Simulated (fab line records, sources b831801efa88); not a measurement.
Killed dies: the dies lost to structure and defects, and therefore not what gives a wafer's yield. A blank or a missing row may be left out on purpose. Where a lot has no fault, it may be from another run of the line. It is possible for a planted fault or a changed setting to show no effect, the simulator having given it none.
fab line records | flow gf180mcu
record: lots: 14 wafers: 42 last-day: 34
route steps=602 shown V1@337 M2@364
lots that met no fault: taken from a fault-free run of the same line
start-h: the number of hours between the record's first day and the start of the first shown wafer of the lot | wait-h: hours from the lot's prior step to this one | " as in the row above | L1.1+2: a row that stands for several wafers | - no value present, or no start provided | * or withheld: withheld | < > ~ a bound
route shown NAME@n: a module of which the file shows steps, and the number in the route of the first | usual: the fault-free wafers' mean and standard deviation | same: alike in all rows | chamber/n: place in a boat | sites: each site's reading | _std_site: the standard deviation of these | _edge_site: outer sites' mean less inner sites' | radius-mm: for every site, how far away it sits from the centre of the wafer | mask NAME#n: copy n | behind: the last tool/chamber to shape the wafer | hold: why the lot was held/for how many hours/how that ended | device: names the non-switching transistor (n, p or np) | end of line: at the end of the route, the tests of the same wafers | a step with no rows: only its recipe | killed: count of dies lost to structure and defects at first sort (not the wafer's yield) | map: the dies of a wafer, with x for killed, . for not killed, _ for no die there
set.NAME: the setting as run; set.NAME@STEP: as run at that earlier step | model.NAME: the simulator's own value behind a step, which no gauge read
a sample of lots followed through the steps of the route, with each step as a table and each wafer as a row
services: a tool's chamber out of use, with start hour (start-h, from the record's first day; less than 0 if before it), hours out, and reason
== steps ==
step: GF_V1_CVD_02
recipe: material: SiO2 target-thk-nm: 850 precursor: TEOS temp-c: 400 time-s: 94.851 rf-w: 600
usual: heater-power-w: 641/110
columns lot.wafer tool chamber start-h wait-h heater-power-w
L901.1 pecvd-01 2 388.74 0.1 740
L901.2 " 1 " " 605
L901.5 " 1 " " 683
L902.1 pecvd-04 1 393.70 0.1 515
L902.4 " 0 " " 651
L902.6 " 2 " " 737
L903.1 pecvd-01 1 402.16 0.1 702
L903.3 " 0 " " 702
L903.5 " 1 " " 726
L904.1 pecvd-04 2 413.10 0.1 697
L904.2 " 1 " " 443
L904.4 " 2 " " 740
L906.2 pecvd-04 2 433.94 0.0 737
L906.4 " 2 " " 577
L906.6 " 0 " " 574
L907.1 pecvd-04 2 446.99 0.1 644
L907.3 " 1 " " 446
L907.5 " 2 " " 672
L908.1 pecvd-03 0 449.66 0.1 740
L908.2 " 2 " " 786
L908.5 " 0 " " 786
L909.1 pecvd-03 1 463.85 0.1 510
L909.5 " 2 " " 764
L909.6 " 1 " " 530
L912.4 pecvd-01 2 489.40 0.1 738
L912.5 " 0 " " 587
L912.6 " 1 " " 659
L913.2 pecvd-01 1 497.45 0.0 695
L913.4 " 0 " " 578
L913.5 " 2 " " 767
L919.2 pecvd-04 0 550.50 0.0 678
L919.3 " 1 " " 516
L919.6 " 1 " " 412
L920.3 pecvd-03 0 553.94 0.0 741
L920.5 " 1 " " 411
L920.6 " 2 " " 718
L923.1 pecvd-01 1 578.49 0.1 651
L923.3 " 0 " " 685
L923.6 " 0 " " 754
L924.2 pecvd-03 0 586.62 0.0 690
L924.3 " 2 " " 677
L924.6 " 1 " " 503
step: GF_V1_STRIP_18
recipe: chemistry: O2/N2 power-w: 1400 pressure-mtorr: 1500 platen-temp-c: 250 o2-flow-sccm: 3000 n2-flow-sccm: 300 overash-fraction: 0.5
usual: drypump-motor-current-A: 5.9/0.33 heater-power-w: 326/13 oes-product-au: 0.593/0.0048
columns lot.wafer tool chamber start-h wait-h drypump-motor-current-A heater-power-w oes-product-au rf-hours-counter-h
L901.1 plasma-asher-02 0 412.38 - 5.8 331 0.601 58
L901.2 " 1 " " 6.3 329 0.587 58
L901.5 " 0 " " 5.8 312 0.597 -
L902.1 plasma-asher-01 1 418.29 - 6.0 339 0.592 33
L902.4 " 1 " " 6.0 323 0.587 -
L902.6 " 0 " " 5.6 298 0.586 -
L903.1 plasma-asher-01 1 426.49 - 6.0 329 0.584 34
L903.3 " 0 " " 5.6 305 0.590 -
L903.5 " 1 " " 6.0 340 0.603 -
L904.1 plasma-asher-01 0 438.27 - 5.6 301 0.594 35
L904.2 " 1 " " 6.0 336 0.591 35
L904.4 " 0 " " 5.6 307 0.591 -
L906.2 plasma-asher-04 1 457.39 - 5.3 326 0.593 3
L906.4 " 0 " " 6.3 347 0.596 -
L906.6 " 0 " " 6.3 349 0.589 -
L907.1 plasma-asher-02 1 472.34 - 6.3 332 0.585 65
L907.3 " 0 " " 5.8 324 0.595 -
L907.5 " 1 " " 6.3 334 0.599 -
L908.1 plasma-asher-04 1 475.02 - 5.3 316 0.590 4
L908.2 " 0 " " 6.3 349 0.593 4
L908.5 " 0 " " 6.2 338 0.586 -
L909.1 plasma-asher-02 1 488.44 - 6.3 334 0.593 67
L909.5 " 1 " " 6.3 321 0.588 -
L909.6 " 0 " " 5.8 327 0.596 -
L912.4 plasma-asher-04 1 513.35 - 5.3 312 0.595 -
L912.5 " 1 " " 5.3 317 0.589 -
L912.6 " 0 " " 6.2 352 0.595 -
L913.2 plasma-asher-02 1 521.34 - 6.3 340 0.598 70
L913.4 " 0 " " 5.8 325 0.595 -
L913.5 " 1 " " 6.3 335 0.595 -
L919.2 plasma-asher-04 0 573.56 - 6.3 344 0.601 14
L919.3 " 1 " " 5.3 323 0.587 -
L919.6 " 0 " " 6.3 342 0.603 -
L920.3 plasma-asher-02 1 576.19 - 6.3 324 0.593 -
L920.5 " 1 " " 6.3 332 0.595 -
L920.6 " 0 " " 5.8 316 0.596 -
L923.1 plasma-asher-02 0 600.99 - 5.8 328 0.596 78
L923.3 " 0 " " 5.8 331 0.599 -
L923.6 " 1 " " 6.3 325 0.600 -
L924.2 plasma-asher-02 0 607.97 - 5.8 333 0.594 79
L924.3 " 0 " " 5.8 325 0.595 -
L924.6 " 0 " " 5.8 330 0.594 -
step: GF_V1_SPUTTER_21
recipe: material: Ti target-thk-nm: 15 chamber-pressure-pa: 5 power-w: 2500 substrate-temp-c: 200 time-s: 80.02
usual: cathode-dc-power-W: 2500.0/0.43 chamber-pressure-pa: 5.000/0.0095 throttle-valve-pct: 30.1/1.5
columns lot.wafer tool chamber start-h wait-h cathode-dc-power-W chamber-pressure-pa throttle-valve-pct
L901.1 pvd-sputter-03 - 412.91 0.0 2500.8 5.001 27.7
L901.2 " - " " 2499.9 4.981 32.0
L901.5 " - " " 2499.9 5.022 29.8
L902.1 pvd-sputter-03 - 418.83 0.0 2500.9 5.003 33.1
L902.4 " - " " 2500.1 5.006 30.1
L902.6 " - " " 2500.6 4.986 27.5
L903.1 pvd-sputter-03 - 427.03 0.0 2499.4 5.005 30.3
L903.3 " - " " 2499.9 5.000 32.6
L903.5 " - " " 2500.1 4.991 32.8
L904.1 pvd-sputter-04 - 438.80 0.0 2500.0 4.999 31.4
L904.2 " - " " 2499.9 4.994 31.9
L904.4 " - " " 2499.7 5.007 30.8
L906.2 pvd-sputter-04 - 457.93 0.0 2499.2 4.989 31.0
L906.4 " - " " 2500.2 4.999 27.9
L906.6 " - " " 2500.8 4.994 27.9
L907.1 pvd-sputter-01 - 472.91 0.0 2498.9 5.015 28.6
L907.3 " - " " 2500.5 5.005 29.6
L907.5 " - " " 2499.9 4.996 30.3
L908.1 pvd-sputter-04 - 475.57 0.0 2500.1 4.998 31.7
L908.2 " - " " 2500.1 4.996 27.8
L908.5 " - " " 2500.2 4.991 30.7
L909.1 pvd-sputter-04 - 489.01 0.0 2499.6 5.001 31.5
L909.5 " - " " 2500.2 4.993 28.1
L909.6 " - " " 2500.4 5.002 31.6
L912.4 pvd-sputter-01 - 513.88 0.0 - - -
L912.5 " - " " - - -
L912.6 " - " " - - -
L913.2 pvd-sputter-04 - 521.91 0.0 - - -
L913.4 " - " " - - -
L913.5 " - " " - - -
L919.2 pvd-sputter-01 - 574.13 0.0 2499.6 5.005 28.2
L919.3 " - " " 2499.2 5.008 30.5
L919.6 " - " " 2499.9 4.995 29.3
L920.3 pvd-sputter-04 - 576.69 0.0 2500.0 5.006 27.9
L920.5 " - " " 2500.4 5.006 31.0
L920.6 " - " " 2499.4 4.978 31.5
L923.1 pvd-sputter-03 - 601.55 0.0 2500.1 4.999 33.0
L923.3 " - " " 2499.5 5.015 27.8
L923.6 " - " " 2500.1 5.003 33.0
L924.2 pvd-sputter-03 - 608.51 0.0 2499.9 4.996 30.2
L924.3 " - " " 2500.6 5.020 27.7
L924.6 " - " " 2500.4 4.988 30.1
step: GF_M2_SPUTTER_02
recipe: material: AlCu target-thk-nm: 450 power-w: 10600 time-s: 23.9 chamber-pressure-pa: 0.4
usual: cathode-dc-power-W: 10600/2.1 chamber-pressure-pa: 0.4001/0.00078 throttle-valve-pct: 30.1/1.2
columns lot.wafer tool chamber start-h wait-h cathode-dc-power-W chamber-pressure-pa throttle-valve-pct
L901.1 pvd-sputter-04 - 413.74 0.0 10600 0.3991 31.5
L901.2 " - " " 10601 0.3996 31.2
L901.5 " - " " 10600 0.4005 27.8
L902.1 pvd-sputter-02 - 419.65 0.0 10600 0.3987 28.8
L902.4 " - " " 10603 0.3995 31.2
L902.6 " - " " 10604 0.4006 31.4
L903.1 pvd-sputter-04 - 427.85 0.0 10598 0.3997 31.1
L903.3 " - " " 10600 0.3987 31.5
L903.5 " - " " 10600 0.4008 30.6
L904.1 pvd-sputter-02 - 439.63 0.0 10600 0.3998 31.0
L904.2 " - " " 10601 0.3992 30.2
L904.4 " - " " 10602 0.3986 28.9
L906.2 pvd-sputter-04 - 458.75 0.0 10601 0.4015 27.9
L906.4 " - " " 10599 0.4001 31.6
L906.6 " - " " 10602 0.4004 31.8
L907.1 pvd-sputter-02 - 474.09 0.0 10602 0.4001 31.6
L907.3 " - " " 10598 0.3996 30.1
L907.5 " - " " 10603 0.4002 31.3
L908.1 pvd-sputter-02 - 476.39 0.0 10600 0.4006 31.2
L908.2 " - " " 10597 0.4001 31.5
L908.5 " - " " 10600 0.4000 30.1
L909.1 pvd-sputter-04 - 489.83 0.0 10600 0.4010 31.0
L909.5 " - " " 10600 0.3994 30.9
L909.6 " - " " 10601 0.3998 30.9
L919.2 pvd-sputter-04 - 577.12 0.0 10601 0.4007 27.9
L919.3 " - " " 10600 0.4016 31.6
L919.6 " - " " 10605 0.4002 30.8
L920.3 pvd-sputter-04 - 577.88 0.0 10604 0.4007 30.9
L920.5 " - " " 10600 0.4005 28.2
L920.6 " - " " 10604 0.4002 31.8
L923.1 pvd-sputter-01 - 602.38 0.0 10600 0.3999 30.5
L923.3 " - " " 10601 0.4005 29.2
L923.6 " - " " 10600 0.4001 30.5
L924.2 pvd-sputter-01 - 609.33 0.0 10597 0.3997 28.3
L924.3 " - " " 10602 0.3985 29.3
L924.6 " - " " 10602 0.3998 30.7
== services ==
columns tool chamber start-h hours kind
pecvd-03 - 368.92 14.0 pm
plasma-asher-04 - 373.39 0.7 repair
pvd-sputter-04 - 379.61 1.6 repair
pvd-sputter-03 - 380.56 2.3 repair
pvd-sputter-02 - 382.40 1.0 repair
plasma-asher-02 - 383.48 1.4 repair
plasma-asher-02 - 391.55 0.5 repair
plasma-asher-02 - 392.38 0.6 repair
plasma-asher-02 - 399.51 0.5 repair
pecvd-04 - 403.21 1.8 repair
pvd-sputter-02 - 403.38 3.4 repair
plasma-asher-04 - 421.25 9.0 pm
plasma-asher-01 - 433.12 1.1 repair
pvd-sputter-01 - 450.34 9.0 repair
pvd-sputter-03 - 453.06 13.1 repair
pvd-sputter-01 - 456.40 1.1 repair
pecvd-04 - 505.41 1.0 repair
pvd-sputter-03 - 520.81 3.6 repair
plasma-asher-04 - 550.29 3.8 repair
pecvd-04 - 559.26 2.8 pm
pecvd-03 - 590.38 28.1 pm
pecvd-01 - 591.12 14.0 pm
pvd-sputter-02 - 593.06 27.1 repair
pvd-sputter-04 - 597.68 0.6 repair
== key ==
first-sign: step: GF_V1_SPUTTER_21 reading: tool-record direction: missing
effect none on later readings
met-at GF_V1_SPUTTER_21
struck-lots L912,L913
later-rows-left-out L912.4,L912.5,L912.6,L913.2,L913.4,L913.5
sort-left-out L912.4,L912.5,L912.6,L913.2,L913.4,L913.5
not-acting-at GF_V1_CVD_02,GF_V1_STRIP_18,GF_M2_SPUTTER_02
onset-between 489.01 513.88
fault: kind: skipped-step-whole tool: pvd-sputter-01,pvd-sputter-04 chamber: - onset-h: 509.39 steps: GF_V1_SPUTTER_21 scope: struck-lots-only
sort-left-out: the simulated sort isn't trusted on such a fault, so these wafers' sort isn't shown, and their yield isn't known
later-rows-left-out: the simulator's readings of these wafers behind a module that went badly wrong aren't trusted and aren't shown, but for the sort
